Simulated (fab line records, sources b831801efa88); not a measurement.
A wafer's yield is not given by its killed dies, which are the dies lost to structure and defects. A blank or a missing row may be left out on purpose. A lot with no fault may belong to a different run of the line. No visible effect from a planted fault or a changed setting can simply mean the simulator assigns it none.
fab line records -- flow sky130
record lots=11, wafers=33, last_day=50
route steps=708 shown FIELD_ISO@16 VIA2@528 PAD_OPEN@708
lots that met no fault: taken from a fault-free run of the same line
start_h: the number of hours between the record's first day and the start of the first shown wafer of the lot -- wait_h: time in hours since the lot's previous step -- " identical to the entry in the row above -- L1.1+2: a row that stands for several wafers -- - no value present, or no start provided -- * or withheld: withheld -- < > ~ a bound
route shown NAME@n: NAME is a module with steps in the file, n the number in the route of the first one -- usual: the fault-free wafers' mean and standard deviation -- same: alike in all rows -- chamber/n: place in a boat -- sites: per-site readings -- _std_site: how widely they spread, as a standard deviation -- _edge_site: the outer-site mean with the inner-site mean subtracted -- radius_mm: how far each site lies from the wafer's centre -- mask NAME#n: copy n -- behind: the last tool/chamber to shape the wafer -- hold: why the lot went on hold/how many hours it stayed there/how the hold came to an end -- device: which transistor (n, p or np) failed to switch -- end of line: tests of these same wafers at the route's end -- for a step that has no rows: nothing shown but its recipe -- killed: count of dies lost to structure and defects at first sort (not the wafer's yield) -- map: per-die view of a wafer (x killed, . not killed, _ where there is no die)
set.NAME: setting as actually run; set.NAME@STEP: the setting as run at that earlier step -- model.NAME: the simulator's own value behind a step, which no gauge read
steps of the route over a sample of lots; a table a step, a row a wafer
services: when a tool's chamber went out of use (start_h, in hours from the record's first day, below 0 if earlier), for how many hours, and the reason
## steps
# step SKY_FIELD_ISO_ETCH_15
# recipe chemistry=CHF3/O2, target_depth_nm=180, stop_on=Si, source_w=600, bias_w=200, pressure_mtorr=40, chf3_flow_sccm=50, O2_flow_sccm=5, time_s=72
# usual O2_flow_sccm=4.999/0.016, drypump_motor_current_A=5.5/0.56, oes_product_au=0.948/0.0065, throttle_valve_pct=8.844/0.0091
lot.wafer,tool,chamber,start_h,wait_h,O2_flow_sccm,drypump_motor_current_A,oes_product_au,rf_hours_counter_h,throttle_valve_pct
L700.1,rie_diel-02,1,32.96,0.0,4.993,5.5,0.955,111,8.848
L700.2,rie_diel-02,2,32.96,0.0,5.020,4.7,0.946,78,8.832
L700.4,rie_diel-02,0,32.96,0.0,4.983,5.6,0.948,2,8.846
L702.3,rie_diel-03,1,46.46,0.0,4.994,6.0,0.950,136,8.845
L702.4,rie_diel-03,0,46.46,0.0,5.016,4.7,0.947,134,8.846
L702.5,rie_diel-03,3,46.46,0.0,4.999,5.5,0.946,-,8.832
L706.3,rie_diel-04,3,65.06,0.0,4.987,6.3,0.959,136,8.834
L706.4,rie_diel-04,1,65.06,0.0,4.990,4.8,0.947,30,8.856
L706.6,rie_diel-04,2,65.06,0.0,4.993,5.7,0.948,-,8.843
L708.2,rie_diel-02,2,76.84,0.0,5.022,4.7,0.940,78,8.836
L708.3,rie_diel-02,0,76.84,0.0,5.026,5.6,0.937,3,8.840
L708.6,rie_diel-02,0,76.84,0.0,5.040,5.6,0.931,-,8.829
L709.1,rie_diel-03,2,81.59,0.0,5.001,5.3,0.938,90,8.858
L709.3,rie_diel-03,0,81.59,0.0,5.015,4.7,0.941,135,8.838
L709.6,rie_diel-03,2,81.59,0.0,5.024,5.3,0.945,-,8.836
L710.3,rie_diel-03,1,87.06,0.0,5.011,6.0,0.935,136,8.843
L710.4,rie_diel-03,3,87.06,0.0,5.004,5.5,0.942,157,8.842
L710.5,rie_diel-03,0,87.06,0.0,5.003,4.7,0.948,-,8.852
L716.3,rie_diel-04,0,117.81,0.0,4.999,6.4,0.957,128,8.843
L716.4,rie_diel-04,3,117.81,0.0,5.008,6.3,0.947,137,8.859
L716.5,rie_diel-04,0,117.81,0.0,5.002,6.4,0.957,-,8.849
L719.1,rie_diel-02,0,135.96,0.0,4.991,5.6,0.958,4,8.845
L719.2,rie_diel-02,2,135.96,0.0,4.991,4.7,0.950,79,8.841
L719.5,rie_diel-02,0,135.96,0.0,4.993,5.6,0.959,-,8.850
L720.1,rie_diel-04,2,139.36,0.0,4.983,5.7,0.945,3,8.826
L720.4,rie_diel-04,3,139.36,0.0,5.005,6.3,0.938,-,8.837
L720.6,rie_diel-04,0,139.36,0.0,5.016,6.4,0.946,-,8.842
L721.2,rie_diel-02,3,144.36,0.0,5.026,6.2,0.951,3,8.846
L721.4,rie_diel-02,0,144.36,0.0,5.018,5.6,0.945,4,8.845
L721.5,rie_diel-02,0,144.36,0.0,5.018,5.5,0.954,-,8.850
L722.4,rie_diel-02,0,148.19,0.0,4.988,5.6,0.960,4,8.841
L722.5,rie_diel-02,1,148.19,0.0,4.993,5.5,0.954,-,8.854
L722.6,rie_diel-02,0,148.19,0.0,4.997,5.5,0.953,-,8.843
# step SKY_VIA2_CVD_21
# recipe material=W, target_thk_nm=420, time_s=126.4, temp_c=400, pressure_torr=40
# usual chamber_pressure_Torr=40.00/0.088, heater_power_w=887/91, susceptor_temp_C=399.97/0.21
lot.wafer,tool,chamber,start_h,wait_h,chamber_pressure_Torr,heater_power_w,since_wet_clean_h,susceptor_temp_C
L700.1,cvd_w-02,0,865.64,0.0,40.23,889,462,399.89
L700.2,cvd_w-02,1,865.64,0.0,39.89,732,462,400.07
L700.4,cvd_w-02,0,865.64,0.0,40.09,907,-,400.15
L702.3,cvd_w-02,0,878.56,0.1,40.06,887,-,400.08
L702.4,cvd_w-02,1,878.56,0.1,40.07,747,-,399.80
L702.5,cvd_w-02,0,878.56,0.1,40.00,886,-,400.05
L706.3,cvd_w-02,0,900.06,0.1,39.92,892,-,400.03
L706.4,cvd_w-02,1,900.06,0.1,39.93,748,-,400.19
L706.6,cvd_w-02,0,900.06,0.1,39.96,864,-,400.07
L708.2,cvd_w-02,1,922.69,0.1,51.92,759,-,400.11
L708.3,cvd_w-02,1,922.69,0.1,51.76,742,-,399.79
L708.6,cvd_w-02,1,922.69,0.1,51.89,740,-,400.13
L709.1,cvd_w-02,0,934.54,0.0,51.78,898,531,400.13
L709.3,cvd_w-02,0,934.54,0.0,51.72,899,-,400.52
L709.6,cvd_w-02,1,934.54,0.0,51.87,747,-,399.79
L710.3,cvd_w-01,0,961.53,0.1,40.03,999,-,399.87
L710.4,cvd_w-01,1,961.53,0.1,40.09,937,-,399.67
L710.5,cvd_w-01,1,961.53,0.1,39.97,921,-,399.70
L716.3,cvd_w-01,1,972.49,0.1,39.94,931,-,399.97
L716.4,cvd_w-01,0,972.49,0.1,40.05,995,-,399.79
L716.5,cvd_w-01,0,972.49,0.1,39.95,993,-,399.66
L720.1,cvd_w-01,1,997.79,0.0,39.91,947,80,399.73
L720.4,cvd_w-01,1,997.79,0.0,39.92,926,-,399.82
L720.6,cvd_w-01,0,997.79,0.0,39.97,977,-,399.89
L719.1,cvd_w-01,0,999.67,0.0,39.89,998,82,400.08
L719.2,cvd_w-01,1,999.67,0.0,39.94,927,82,400.15
L719.5,cvd_w-01,1,999.67,0.0,39.95,918,-,400.00
L721.2,cvd_w-02,1,1009.36,0.0,40.04,750,605,400.08
L721.4,cvd_w-02,0,1009.36,0.0,39.92,902,-,400.11
L721.5,cvd_w-02,1,1009.36,0.0,39.96,730,-,400.13
L722.4,cvd_w-02,1,1015.64,0.1,40.05,751,-,400.16
L722.5,cvd_w-02,1,1015.64,0.1,40.05,764,-,400.13
L722.6,cvd_w-02,0,1015.64,0.1,40.04,894,-,400.00
# step SKY_VIA2_RS_MEAS_22
# recipe thk_meas_gauge=four-point-probe, reads=W_of_VIA2_CVD_21+TiN_of_VIA2_SPUTTER_20
# usual VIA2_W_RS=0.2734/0.0024
lot.wafer,tool,chamber,start_h,wait_h,VIA2_W_RS[ohm/sq]
L700.1,film_metro-01,-,865.77,0.1,0.2728
L700.2,film_metro-01,-,865.77,0.1,0.2744
L700.4,film_metro-01,-,865.77,0.1,0.2754
L702.3,film_metro-03,-,878.68,0.1,0.2773
L702.4,film_metro-03,-,878.68,0.1,0.2735
L702.5,film_metro-03,-,878.68,0.1,0.2723
L706.3,film_metro-03,-,900.19,0.1,0.2734
L706.4,film_metro-03,-,900.19,0.1,0.2711
L706.6,film_metro-03,-,900.19,0.1,0.2742
L708.2,film_metro-03,-,922.92,0.2,0.2432
L708.3,film_metro-03,-,922.92,0.2,0.2425
L708.6,film_metro-03,-,922.92,0.2,0.2426
L709.1,film_metro-01,-,934.67,0.1,0.2396
L709.3,film_metro-01,-,934.67,0.1,0.2386
L709.6,film_metro-01,-,934.67,0.1,0.2373
L710.3,film_metro-01,-,961.66,0.1,0.2697
L710.4,film_metro-01,-,961.66,0.1,0.2682
L710.5,film_metro-01,-,961.66,0.1,0.2680
L716.3,film_metro-01,-,972.61,0.1,0.2744
L716.4,film_metro-01,-,972.61,0.1,0.2735
L716.5,film_metro-01,-,972.61,0.1,0.2721
L720.1,film_metro-02,-,997.92,0.1,0.2763
L720.4,film_metro-02,-,997.92,0.1,0.2734
L720.6,film_metro-02,-,997.92,0.1,0.2753
L719.1,film_metro-03,-,999.80,0.1,0.2724
L719.2,film_metro-03,-,999.80,0.1,0.2757
L719.5,film_metro-03,-,999.80,0.1,0.2741
L721.2,film_metro-01,-,1009.51,0.1,0.2760
L721.4,film_metro-01,-,1009.51,0.1,0.2742
L721.5,film_metro-01,-,1009.51,0.1,0.2734
L722.4,film_metro-01,-,1015.79,0.1,0.2697
L722.5,film_metro-01,-,1015.79,0.1,0.2750
L722.6,film_metro-01,-,1015.79,0.1,0.2719
# step SKY_VIA2_THK_MEAS_23
# recipe thk_meas_gauge=xrf, reads=W_of_VIA2_CVD_21
# usual VIA2_W_THK=425/6.1
lot.wafer,tool,chamber,start_h,wait_h,VIA2_W_THK[nm]
L700.1,film_metro-01,-,865.89,0.1,431
L700.2,film_metro-01,-,865.89,0.1,426
L700.4,film_metro-01,-,865.89,0.1,427
L702.3,film_metro-03,-,878.78,0.1,419
L702.4,film_metro-03,-,878.78,0.1,421
L702.5,film_metro-03,-,878.78,0.1,422
L706.3,film_metro-03,-,900.29,0.1,420
L706.4,film_metro-03,-,900.29,0.1,422
L706.6,film_metro-03,-,900.29,0.1,420
L708.2,film_metro-03,-,923.03,0.1,474
L708.3,film_metro-03,-,923.03,0.1,474
L708.6,film_metro-03,-,923.03,0.1,478
L709.1,film_metro-01,-,934.79,0.1,484
L709.3,film_metro-01,-,934.79,0.1,492
L709.6,film_metro-01,-,934.79,0.1,491
L710.3,film_metro-01,-,961.76,0.1,426
L710.4,film_metro-01,-,961.76,0.1,430
L710.5,film_metro-01,-,961.76,0.1,432
L716.3,film_metro-01,-,972.71,0.1,421
L716.4,film_metro-01,-,972.71,0.1,425
L716.5,film_metro-01,-,972.71,0.1,422
L720.1,film_metro-02,-,998.04,0.1,432
L720.4,film_metro-02,-,998.04,0.1,439
L720.6,film_metro-02,-,998.04,0.1,432
L719.1,film_metro-03,-,999.92,0.1,422
L719.2,film_metro-03,-,999.92,0.1,419
L719.5,film_metro-03,-,999.92,0.1,422
L721.2,film_metro-01,-,1009.62,0.1,427
L721.4,film_metro-01,-,1009.62,0.1,431
L721.5,film_metro-01,-,1009.62,0.1,430
L722.4,film_metro-01,-,1015.88,0.1,436
L722.5,film_metro-01,-,1015.88,0.1,430
L722.6,film_metro-01,-,1015.88,0.1,436
# step SKY_VIA2_CMP_24
# recipe stop_on=SiO2, t_overpolish_s=20, down_force_psi=3.5, platen_rpm=60, target_thk_nm=0, pad_velocity_m_s=0.94248
# usual motor_current_A=11.8/1.1, time_to_endpoint_s=102/3.6
lot.wafer,tool,chamber,start_h,wait_h,motor_current_A,time_to_endpoint_s
L700.1,cmp-01,3,866.00,0.1,10.6,107
L700.2,cmp-01,0,866.00,0.1,10.1,110
L700.4,cmp-01,1,866.00,0.1,11.9,106
L702.4,cmp-01,2,879.30,0.5,12.2,102
L702.3,cmp-01,3,879.30,0.5,9.9,101
L702.5,cmp-01,1,879.30,0.5,11.8,106
L706.4,cmp-02,3,900.38,0.1,12.5,100
L706.3,cmp-02,1,900.38,0.1,12.1,104
L706.6,cmp-02,3,900.38,0.1,12.4,104
L708.2,cmp-01,0,923.13,0.1,10.4,116
L708.3,cmp-01,1,923.13,0.1,12.3,117
L708.6,cmp-01,0,923.13,0.1,9.4,118
L709.1,cmp-02,3,934.85,0.1,13.0,121
L709.3,cmp-02,0,934.85,0.1,13.9,125
L709.6,cmp-02,3,934.85,0.1,13.1,125
L710.3,cmp-02,3,961.80,0.0,13.3,104
L710.4,cmp-02,1,961.80,0.0,11.6,104
L710.5,cmp-02,0,961.80,0.0,13.2,100
L716.4,cmp-01,0,972.75,0.0,9.8,108
L716.3,cmp-01,2,972.75,0.0,11.9,101
L716.5,cmp-01,0,972.75,0.0,10.2,108
L720.1,cmp-02,3,998.10,0.1,12.9,98
L720.4,cmp-02,2,998.10,0.1,10.0,95
L720.6,cmp-02,0,998.10,0.1,12.6,101
L719.1,cmp-02,1,1000.03,0.1,10.9,97
L719.2,cmp-02,2,1000.03,0.1,11.0,94
L719.5,cmp-02,0,1000.03,0.1,13.8,97
L721.4,cmp-01,3,1009.67,0.0,10.6,97
L721.2,cmp-01,2,1009.67,0.0,11.9,98
L721.5,cmp-01,0,1009.67,0.0,10.6,108
L722.4,cmp-02,2,1016.01,0.1,11.2,96
L722.5,cmp-02,0,1016.01,0.1,14.1,102
L722.6,cmp-02,1,1016.01,0.1,11.4,100
# step SKY_PAD_OPEN_PROBE_99
# usual defect_limited_yield=82.8/1.9, killed_at_M0_to_M3=43/7.3, killed_at_M4_up=3.6/1.9, killed_at_contacts=23/5.3, killed_at_front_end=15/4.5, killed_at_other=0.3/0.72, killed_dies=85/9.4, killed_open=46/6.7, killed_short=38/6.8, sort_bin_3_pad_short=0.8/0.36, sort_bin_5_function=10.1/1.3, sort_bin_6_memory=6.3/1.2, sort_n_pass=407/9.4, sort_yield_pct=82.8/1.9
# same gross_dies=492, killed_at_back_side=0, sort_bin_4_leakage[%]=0, sort_bin_8_speed[%]=0
lot.wafer,tool,chamber,start_h,wait_h,defect_limited_yield[%],killed_at_M0_to_M3,killed_at_M4_up,killed_at_contacts,killed_at_front_end,killed_at_other,killed_dies,killed_open,killed_short,sort_bin_3_pad_short[%],sort_bin_5_function[%],sort_bin_6_memory[%],sort_n_pass,sort_yield_pct[%]
L700.1,prober-02,-,1087.99,0.1,82.5,43,4,24,15,0,86,49,37,1.0,9.6,6.9,406,82.5
L700.2,prober-02,-,1088.04,0.1,81.9,39,4,32,13,1,89,41,48,0.8,10.4,6.9,403,81.9
L700.4,prober-02,-,1088.14,0.2,83.3,38,3,19,21,1,82,40,42,0.6,9.8,6.3,410,83.3
L702.3,prober-01,-,1099.16,0.2,86.0,40,2,17,10,0,69,45,24,0.8,7.7,5.5,423,86.0
L702.4,prober-01,-,1099.21,0.2,80.5,44,7,26,16,3,96,52,41,1.0,11.0,7.5,396,80.5
L702.5,prober-01,-,1099.26,0.2,81.5,48,2,27,13,1,91,51,39,0.6,11.6,6.3,401,81.5
L706.3,prober-01,-,1116.77,0.2,83.3,39,6,26,10,1,82,32,50,1.2,10.2,5.3,410,83.3
L706.4,prober-01,-,1116.82,0.2,82.7,41,3,24,16,1,85,46,39,0.8,10.2,6.3,407,82.7
L706.6,prober-01,-,1116.92,0.2,81.5,50,4,21,16,0,91,47,44,0.8,11.4,6.3,401,81.5
L708.2,prober-02,-,1134.27,0.1,86.2,25,4,24,13,2,68,40,27,0.2,7.5,6.1,424,86.2
L708.3,prober-02,-,1134.32,0.2,83.7,45,2,21,12,0,80,43,37,0.8,9.1,6.3,412,83.7
L708.6,prober-02,-,1134.47,0.2,80.3,48,7,23,19,0,97,60,37,1.2,10.6,7.9,395,80.3
L709.1,prober-01,-,1141.77,0.1,84.8,41,2,21,11,0,75,44,31,0.6,10.4,4.3,417,84.8
L709.3,prober-01,-,1141.87,0.2,85.2,38,6,15,14,0,73,40,33,1.2,9.8,3.9,419,85.2
L709.6,prober-01,-,1142.02,0.2,81.3,54,7,22,9,0,92,45,47,1.0,11.0,6.7,400,81.3
L710.3,prober-02,-,1164.01,0.2,82.5,48,3,24,11,0,86,50,36,0.6,11.2,5.7,406,82.5
L710.4,prober-02,-,1164.06,0.2,83.5,35,3,21,22,0,81,39,41,1.0,10.4,5.1,411,83.5
L710.5,prober-02,-,1164.11,0.2,83.5,40,8,21,11,1,81,48,33,1.0,8.9,6.5,411,83.5
L716.3,prober-01,-,1173.42,0.2,83.1,51,1,22,9,0,83,39,44,1.2,10.4,5.3,409,83.1
L716.4,prober-01,-,1173.47,0.2,81.3,36,5,23,28,0,92,52,40,0.4,10.2,8.1,400,81.3
L716.5,prober-01,-,1173.52,0.2,80.7,58,6,15,16,0,95,54,41,1.0,10.6,7.7,397,80.7
L720.1,prober-02,-,1190.51,0.1,82.5,44,5,17,20,0,86,45,41,1.6,8.9,6.9,406,82.5
L720.4,prober-02,-,1190.66,0.2,83.9,43,4,19,13,0,79,38,41,1.2,8.9,5.9,413,83.9
L720.6,prober-02,-,1190.76,0.2,85.6,39,3,13,16,0,71,32,39,0.6,7.7,6.1,421,85.6
L719.1,prober-01,-,1192.01,0.1,86.2,26,3,29,10,0,68,42,26,1.0,7.3,5.5,424,86.2
L719.2,prober-01,-,1192.06,0.1,82.1,33,1,28,25,1,88,49,39,1.4,8.5,7.9,404,82.1
L719.5,prober-01,-,1192.21,0.2,84.8,41,2,20,12,0,75,35,40,0.4,9.1,5.7,417,84.8
L721.2,prober-02,-,1198.13,0.1,82.9,40,4,27,13,0,84,42,42,0.6,9.6,6.9,408,82.9
L721.4,prober-02,-,1198.23,0.2,81.7,46,7,28,9,0,90,56,34,1.0,11.6,5.7,402,81.7
L721.5,prober-02,-,1198.28,0.2,82.9,37,6,27,14,0,84,35,49,0.8,10.8,5.5,408,82.9
L722.4,prober-01,-,1203.35,0.2,82.1,47,3,25,12,1,88,41,45,1.0,9.1,7.7,404,82.1
L722.5,prober-01,-,1203.40,0.2,82.1,46,4,25,13,0,88,50,37,0.6,10.2,7.1,404,82.1
L722.6,prober-01,-,1203.45,0.2,84.3,55,3,13,6,0,77,46,31,0.6,10.4,4.7,415,84.3
# killed by level:class
L700.1 VIA1:geometric_particle:open=15 LI_CONTACT:geometric_particle:open=10 VIA2:geometric_particle:open=7 FIELD_ISO:geometric_particle:short=6 CONTACT:geometric_particle:open=6 VIA1:geometric_particle:short=6 CONTACT:geometric_particle:short=4 METAL2:geometric_particle:short=4
L700.2 CONTACT:geometric_particle:open=11 LI_CONTACT:geometric_particle:open=7 VIA1:geometric_particle:open=7 LOCAL_INTERCONNECT:geometric_particle:short=6 METAL2:geometric_particle:short=6 CONTACT:geometric_particle:short=6 METAL1:geometric_particle:short=6 VIA2:geometric_particle:open=5
L700.4 FIELD_ISO:geometric_particle:short=9 VIA3:geometric_particle:open=8 LI_CONTACT:geometric_particle:open=5 VIA1:geometric_particle:open=5 VIA2:geometric_particle:open=5 POLY_GATE:geometric_particle:open=4 LOCAL_INTERCONNECT:geometric_particle:short=4 CONTACT:geometric_particle:open=4
L702.3 VIA3:geometric_particle:open=10 CONTACT:geometric_particle:open=9 VIA1:geometric_particle:open=7 LI_CONTACT:geometric_particle:open=5 VIA1:geometric_particle:short=5 METAL2:geometric_particle:short=5 FIELD_ISO:geometric_particle:open=4 VIA2:geometric_particle:open=4
L702.4 METAL2:geometric_particle:short=9 VIA1:geometric_particle:open=8 CONTACT:geometric_particle:open=8 VIA2:geometric_particle:open=8 LOCAL_INTERCONNECT:geometric_particle:short=6 VIA3:geometric_particle:open=6 LI_CONTACT:geometric_particle:open=5 METAL1:geometric_particle:short=5
L702.5 CONTACT:geometric_particle:open=12 VIA2:geometric_particle:open=11 VIA1:geometric_particle:open=10 METAL1:geometric_particle:short=6 METAL2:geometric_particle:short=6 LI_CONTACT:geometric_particle:open=5 FIELD_ISO:geometric_particle:open=4 FIELD_ISO:geometric_particle:short=4
L706.3 METAL1:geometric_particle:short=10 LI_CONTACT:geometric_particle:open=7 VIA3:geometric_particle:open=7 CONTACT:geometric_particle:open=7 LOCAL_INTERCONNECT:geometric_particle:short=6 CONTACT:geometric_particle:short=6 METAL2:geometric_particle:short=6 METAL4:geometric_particle:short=6
L706.4 VIA1:geometric_particle:open=10 LI_CONTACT:geometric_particle:open=7 LOCAL_INTERCONNECT:geometric_particle:short=7 METAL1:geometric_particle:short=7 CONTACT:geometric_particle:open=6 VIA2:geometric_particle:open=5 FIELD_ISO:geometric_particle:open=4 VIA1:geometric_particle:short=4
L706.6 VIA1:geometric_particle:open=13 CONTACT:geometric_particle:open=10 VIA3:geometric_particle:open=7 VIA1:geometric_particle:short=7 VIA2:geometric_particle:open=6 FIELD_ISO:geometric_particle:short=4 POLY_GATE:geometric_particle:short=4 LI_CONTACT:geometric_particle:open=4
L708.2 CONTACT:geometric_particle:open=10 LI_CONTACT:geometric_particle:open=8 VIA2:geometric_particle:open=6 METAL2:geometric_particle:short=5 POLY_GATE:geometric_particle:open=4 FIELD_ISO:geometric_particle:open=3 LOCAL_INTERCONNECT:geometric_particle:short=3 METAL1:geometric_particle:short=3
L708.3 VIA3:geometric_particle:open=9 METAL2:geometric_particle:short=9 VIA1:geometric_particle:open=8 LI_CONTACT:geometric_particle:open=7 CONTACT:geometric_particle:open=6 METAL1:geometric_particle:short=6 VIA1:geometric_particle:short=5 POLY_GATE:geometric_particle:open=4
L708.6 VIA3:geometric_particle:open=13 CONTACT:geometric_particle:open=12 VIA1:geometric_particle:open=7 FIELD_ISO:geometric_particle:short=5 POLY_GATE:geometric_particle:open=5 LI_CONTACT:geometric_particle:open=5 METAL2:geometric_particle:short=5 VIA3:geometric_particle:short=5
L709.1 VIA1:geometric_particle:open=9 LI_CONTACT:geometric_particle:open=8 VIA1:geometric_particle:short=7 CONTACT:geometric_particle:open=6 VIA3:geometric_particle:open=6 VIA2:geometric_particle:open=5 VIA3:geometric_particle:short=4 LI_CONTACT:geometric_particle:short=3
L709.3 VIA1:geometric_particle:open=8 VIA1:geometric_particle:short=8 CONTACT:geometric_particle:open=7 METAL4:geometric_particle:short=6 LI_CONTACT:geometric_particle:open=5 VIA3:geometric_particle:open=5 POLY_GATE:geometric_particle:open=4 VIA3:geometric_particle:short=4
L709.6 VIA1:geometric_particle:open=10 LI_CONTACT:geometric_particle:open=8 VIA2:geometric_particle:open=8 CONTACT:geometric_particle:short=7 METAL2:geometric_particle:short=7 METAL4:geometric_particle:short=6 METAL1:geometric_particle:short=6 VIA3:geometric_particle:open=6
L710.3 VIA1:geometric_particle:open=18 LI_CONTACT:geometric_particle:open=9 CONTACT:geometric_particle:open=8 METAL1:geometric_particle:short=7 METAL2:geometric_particle:short=6 VIA3:geometric_particle:open=6 CONTACT:geometric_particle:short=4 VIA2:geometric_particle:open=4
L710.4 VIA1:geometric_particle:open=8 CONTACT:geometric_particle:open=7 FIELD_ISO:geometric_particle:open=5 POLY_GATE:geometric_particle:short=5 POLY_GATE:geometric_particle:open=5 METAL1:geometric_particle:short=5 VIA1:geometric_particle:short=5 VIA2:geometric_particle:open=5
L710.5 VIA1:geometric_particle:open=10 CONTACT:geometric_particle:open=9 VIA1:geometric_particle:short=8 LI_CONTACT:geometric_particle:open=7 VIA2:geometric_particle:open=5 METAL1:geometric_particle:short=4 METAL4:geometric_particle:short=4 FIELD_ISO:geometric_particle:short=3
L716.3 VIA1:geometric_particle:open=10 VIA1:geometric_particle:short=7 VIA2:geometric_particle:open=7 METAL3:geometric_particle:short=7 VIA3:geometric_particle:open=6 LI_CONTACT:geometric_particle:open=5 LOCAL_INTERCONNECT:geometric_particle:short=5 FIELD_ISO:geometric_particle:short=4
L716.4 CONTACT:geometric_particle:open=12 POLY_GATE:geometric_particle:short=8 POLY_GATE:geometric_particle:open=8 LI_CONTACT:geometric_particle:open=6 METAL1:geometric_particle:short=6 METAL2:geometric_particle:short=6 FIELD_ISO:geometric_particle:open=5 VIA1:geometric_particle:short=5
L716.5 VIA1:geometric_particle:open=14 VIA1:geometric_particle:short=10 VIA3:geometric_particle:open=7 POLY_GATE:geometric_particle:open=6 CONTACT:geometric_particle:open=6 METAL3:geometric_particle:short=6 METAL2:geometric_particle:short=6 VIA2:geometric_particle:open=6
L720.1 VIA1:geometric_particle:open=13 METAL1:geometric_particle:short=7 FIELD_ISO:geometric_particle:open=6 LI_CONTACT:geometric_particle:open=6 CONTACT:geometric_particle:open=6 FIELD_ISO:geometric_particle:short=5 METAL4:geometric_particle:short=4 METAL2:geometric_particle:short=3
L720.4 VIA3:geometric_particle:short=7 VIA1:geometric_particle:open=6 CONTACT:geometric_particle:open=6 METAL1:geometric_particle:short=6 METAL3:geometric_particle:short=6 FIELD_ISO:geometric_particle:open=5 CONTACT:geometric_particle:short=5 VIA3:geometric_particle:open=5
L720.6 METAL1:geometric_particle:short=10 METAL2:geometric_particle:short=8 CONTACT:geometric_particle:open=6 VIA1:geometric_particle:open=6 FIELD_ISO:geometric_particle:short=5 VIA3:geometric_particle:open=4 FIELD_ISO:geometric_particle:open=3 LI_CONTACT:geometric_particle:open=3
L719.1 CONTACT:geometric_particle:open=14 VIA1:geometric_particle:open=5 FIELD_ISO:geometric_particle:open=4 LI_CONTACT:geometric_particle:short=4 LI_CONTACT:geometric_particle:open=4 LOCAL_INTERCONNECT:geometric_particle:short=3 CONTACT:geometric_particle:short=3 VIA3:geometric_particle:open=3
L719.2 CONTACT:geometric_particle:open=9 VIA2:geometric_particle:open=9 FIELD_ISO:geometric_particle:short=8 LI_CONTACT:geometric_particle:open=8 FIELD_ISO:geometric_particle:open=6 POLY_GATE:geometric_particle:short=6 VIA1:geometric_particle:open=6 METAL2:geometric_particle:short=6
L719.5 CONTACT:geometric_particle:open=9 VIA1:geometric_particle:open=9 METAL2:geometric_particle:short=8 VIA1:geometric_particle:short=7 METAL1:geometric_particle:short=5 CONTACT:geometric_particle:short=4 VIA3:geometric_particle:open=4 FIELD_ISO:geometric_particle:short=3
L721.2 CONTACT:geometric_particle:open=10 VIA1:geometric_particle:open=9 VIA2:geometric_particle:open=7 METAL1:geometric_particle:short=6 VIA1:geometric_particle:short=6 LI_CONTACT:geometric_particle:open=5 LOCAL_INTERCONNECT:geometric_particle:short=5 CONTACT:geometric_particle:short=5
L721.4 VIA3:geometric_particle:open=13 LI_CONTACT:geometric_particle:open=10 CONTACT:geometric_particle:open=9 METAL2:geometric_particle:short=9 VIA1:geometric_particle:open=8 FIELD_ISO:geometric_particle:open=6 CONTACT:geometric_particle:short=5 METAL4:geometric_particle:short=4
L721.5 CONTACT:geometric_particle:open=11 METAL1:geometric_particle:short=8 LI_CONTACT:geometric_particle:open=7 METAL2:geometric_particle:short=7 FIELD_ISO:geometric_particle:short=6 METAL4:geometric_particle:short=6 LOCAL_INTERCONNECT:geometric_particle:short=5 VIA1:geometric_particle:short=4
L722.4 VIA1:geometric_particle:open=11 LI_CONTACT:geometric_particle:open=8 CONTACT:geometric_particle:open=7 VIA2:geometric_particle:open=6 FIELD_ISO:geometric_particle:short=5 METAL3:geometric_particle:short=5 VIA3:geometric_particle:short=5 METAL2:geometric_particle:short=4
L722.5 VIA1:geometric_particle:open=12 CONTACT:geometric_particle:open=9 VIA3:geometric_particle:open=7 LI_CONTACT:geometric_particle:open=6 LOCAL_INTERCONNECT:geometric_particle:short=5 VIA2:geometric_particle:open=5 METAL1:geometric_particle:short=5 VIA1:geometric_particle:short=4
L722.6 VIA1:geometric_particle:open=10 VIA3:geometric_particle:open=10 VIA2:geometric_particle:open=9 VIA1:geometric_particle:short=6 CONTACT:geometric_particle:open=5 METAL1:geometric_particle:short=5 METAL2:geometric_particle:short=5 LI_CONTACT:geometric_particle:open=4
## services
tool,chamber,start_h,hours,kind
cmp-02,-,56.09,0.9,repair
cmp-02,-,82.26,1.6,repair
cmp-02,-,83.79,1.5,repair
cvd_w-02,-,96.34,1.6,repair
cmp-02,-,120.14,7.5,pm
cmp-02,-,132.12,1.5,repair
cmp-02,-,160.70,1.3,repair
cvd_w-02,-,163.73,6.9,pm
cvd_w-02,-,176.56,0.3,repair
cmp-02,-,184.17,3.7,pm
cmp-02,-,209.16,23.2,pm
cvd_w-02,-,213.94,2.8,pm
cmp-02,-,232.38,4.0,pm
cmp-02,-,310.25,2.2,repair
cmp-02,-,311.62,1.5,repair
cmp-02,-,316.37,0.6,repair
cvd_w-02,1,328.40,34.8,repair
cvd_w-02,1,385.81,7.8,repair
cvd_w-02,-,390.00,14.0,pm
cvd_w-02,1,538.03,1.6,repair
cvd_w-02,1,783.13,7.9,repair
cvd_w-02,-,812.18,1.6,repair
cvd_w-02,0,916.78,6.9,repair
cvd_w-02,1,934.68,9.8,repair
## key
first_sign step=SKY_VIA2_CVD_21, reading=chamber_pressure_Torr, direction=up, sigmas=99+, usual=40.00, struck=51.82
effect step=SKY_VIA2_RS_MEAS_22, reading=VIA2_W_RS, direction=down, sigmas=14, usual=0.2734, struck=0.2406
effect step=SKY_VIA2_THK_MEAS_23, reading=VIA2_W_THK, direction=up, sigmas=9.4, usual=425, struck=482
effect step=SKY_VIA2_CMP_24, reading=time_to_endpoint_s, direction=up, sigmas=5.1, usual=*, struck=*
met_at SKY_VIA2_CVD_21
struck_lots L708,L709
not_acting_at SKY_FIELD_ISO_ETCH_15
onset_between 900.06 922.69
fault kind=process_parameter_drift, tool=cvd_w-02, chamber=-, onset_h=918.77, steps=SKY_VIA2_CVD_21, channel=pressure_torr, offset=11.826, shape=step, end_h=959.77, acts_in=these_recipes_only, stated=40
